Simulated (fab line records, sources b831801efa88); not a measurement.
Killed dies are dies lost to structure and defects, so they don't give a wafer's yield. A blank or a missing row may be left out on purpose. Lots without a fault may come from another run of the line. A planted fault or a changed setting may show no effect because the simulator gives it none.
Tool commonality check | flow gf180mcu | 12 lots, 36 wafers sampled

WHY IT WAS OPENED
At GF_VT_IMPLANT_TW_MEAS_32 the reading VT_IMPLANT_3_TW is flagged on 2 of 12 lots. Wafers without a fault read 269.8, standard deviation 1.8.
Rule: a lot is flagged when every wafer of it that has a number lies more than 4 standard deviations from that mean, or none has a number. The other lots count as sound.

lot  | measured     | on            | VT_IMPLANT_3_TW, wafer by wafer | flag
L822 | day 6 19:31  | film_metro-03 | 271.2 271.5 271.7               |
L823 | day 7 04:52  | film_metro-01 | 267.9 268.7 269.9               |
L824 | day 7 08:51  | film_metro-04 | 270.1 271.4 270.6               |
L825 | day 7 14:01  | film_metro-03 | 274.3 272.3 273.9               |
L828 | day 8 06:34  | film_metro-04 | 268.7 268.9 271.0               |
L833 | day 9 21:11  | film_metro-03 | 246.9 246.6 245.3               | FLAGGED
L834 | day 10 02:22 | film_metro-04 | 243.9 246.5 246.3               | FLAGGED
L840 | day 11 18:50 | film_metro-01 | 270.5 270.6 271.7               |
L842 | day 12 12:28 | film_metro-03 | 273.4 273.7 273.1               |
L843 | day 13 04:17 | film_metro-04 | 267.5 266.1 266.4               |
L844 | day 13 05:40 | film_metro-04 | 266.4 267.0 266.0               |
L845 | day 13 18:54 | film_metro-01 | 268.0 268.6 268.6               |
The numbers of the flagged lots are 245.9 on average: -23.9 against the usual, or -13 standard deviations.

WHICH TOOL RAN EACH LOT
The record holds 2 process steps before the reading, out of a route of 602 steps. In each cell: the tool, then ch and the chambers that the sampled wafers went through, then the start.
lot  | flag    | GF_DNWELL_STRIP_08                  | GF_VT_IMPLANT_IMPLANT_30
L822 |         | plasma_asher-03 ch 0,1, day 2 17:37 | implanter-03 ch 0, day 6 19:17
L823 |         | plasma_asher-01 ch 0,1, day 3 01:02 | implanter-03 ch 0, day 7 04:38
L824 |         | plasma_asher-03 ch 0,1, day 3 05:37 | implanter-03 ch 0, day 7 08:37
L825 |         | plasma_asher-04 ch 0,1, day 3 11:10 | implanter-04 ch 0, day 7 13:47
L828 |         | plasma_asher-03 ch 0,1, day 4 01:37 | implanter-03 ch 0, day 8 06:19
L833 | FLAGGED | plasma_asher-01 ch 0,1, day 5 08:14 | implanter-03 ch 0, day 9 20:58
L834 | FLAGGED | plasma_asher-04 ch 0,1, day 5 12:24 | implanter-03 ch 0, day 10 02:07
L840 |         | plasma_asher-04 ch 0,1, day 6 20:22 | implanter-02 ch 0, day 11 18:35
L842 |         | plasma_asher-01 ch 0,1, day 7 09:31 | implanter-04 ch 0, day 12 12:13
L843 |         | plasma_asher-01 ch 0,1, day 7 22:07 | implanter-03 ch 0, day 13 04:02
L844 |         | plasma_asher-03 ch 0,1, day 7 22:28 | implanter-04 ch 0, day 13 05:25
L845 |         | plasma_asher-04 ch 0,1, day 8 08:37 | implanter-03 ch 0, day 13 18:39
What these steps do:
- GF_DNWELL_STRIP_08: strips in O2/N2.
- GF_VT_IMPLANT_IMPLANT_30
- GF_VT_IMPLANT_TW_MEAS_32

FLAGGED OVER TOTAL, TOOL BY TOOL (the gauges that took the reading come last)
step                     | tool            | lots run | flagged | share of the flagged lots | sound lots run after its first flagged lot
GF_DNWELL_STRIP_08       | plasma_asher-01 | 4        | 1       | some                      | 2 (L842,L843)
GF_DNWELL_STRIP_08       | plasma_asher-03 | 4        | 0       | none                      | -
GF_DNWELL_STRIP_08       | plasma_asher-04 | 4        | 1       | some                      | 2 (L840,L845)
GF_VT_IMPLANT_IMPLANT_30 | implanter-02    | 1        | 0       | none                      | -
GF_VT_IMPLANT_IMPLANT_30 | implanter-03    | 8        | 2       | all                       | 2 (L843,L845)
GF_VT_IMPLANT_IMPLANT_30 | implanter-04    | 3        | 0       | none                      | -
GF_VT_IMPLANT_TW_MEAS_32 | film_metro-01   | 3        | 0       | none                      | -
GF_VT_IMPLANT_TW_MEAS_32 | film_metro-03   | 4        | 1       | some                      | 1 (L842)
GF_VT_IMPLANT_TW_MEAS_32 | film_metro-04   | 5        | 1       | some                      | 2 (L843,L844)

WHAT THE TABLE ALLOWS
1 row of the table ran every flagged lot: implanter-03 at GF_VT_IMPLANT_IMPLANT_30.
- implanter-03 at GF_VT_IMPLANT_IMPLANT_30: 2 of its 8 lots flagged. Sound lots ran on it after the first flagged one (L843, L845), which a lasting fault on the whole tool wouldn't allow. Its own readings lie more than 4 standard deviations out on every wafer of the flagged lots: dose_ions_cm2, faraday_current_uA.
No row of the table ran every flagged lot and no sound lot after the first.

WHAT THE SIMULATOR HAD PUT IN
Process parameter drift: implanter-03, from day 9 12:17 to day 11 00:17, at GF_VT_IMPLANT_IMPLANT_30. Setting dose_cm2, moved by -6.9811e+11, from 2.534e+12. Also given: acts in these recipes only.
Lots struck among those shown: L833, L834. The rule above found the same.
